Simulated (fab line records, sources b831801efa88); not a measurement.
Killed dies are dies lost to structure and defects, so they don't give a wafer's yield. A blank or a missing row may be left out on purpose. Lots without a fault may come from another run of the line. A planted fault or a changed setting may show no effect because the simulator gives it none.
Chamber matching | flow sky130 | SKY_POLY_CUT_ETCH_10 on rie_diel-03: 4 sister chambers
The step etches BARC in N2/H2, stops on SiO2, time 45.9 s, target depth 60 nm. 4 wafers are shown with their chamber, then 7 later ones without.

WAFERS WITH THEIR CHAMBER
wafer  | chamber | drypump_motor_current_A (A)
L278.1 | 1       | 5.56
L278.4 | 3       | 5.77
L279.2 | 2       | 5.66
L279.4 | 0       | 6.03

WAFERS WITHOUT THEIR CHAMBER
wafer  | drypump_motor_current_A (A)
L279.5 | 6.02
L282.3 | 5.77
L282.4 | 6.02
L282.5 | 5.52
L291.1 | 5.51
L291.5 | 5.55
L291.6 | 5.67

WHICH CHAMBER EACH WENT THROUGH
wafer  | from the rows above | in truth
L279.5 | 0                   | 0
L282.3 | 3                   | 3
L282.4 | 0                   | 0
L282.5 | 1                   | 1
L291.1 | 1                   | 1
L291.5 | 1                   | 1
L291.6 | 2                   | 2
Placed correctly: 7 of 7. Can't be placed from these rows: 0. Placed wrongly: 0.
How it was worked out, from the rows above alone: a wafer's distance from a chamber is the root of the sum, over the readings, of the square of ((its reading less the chamber's mean) divided by the reading's scatter). The wafer belongs to the nearest chamber; if the next one is less than 2 further off, it can't be placed. A chamber's mean is the mean of its shown wafers. The scatter: with one shown wafer a chamber, the root of the mean of the squares of how far each hidden wafer lies from its nearest shown one.
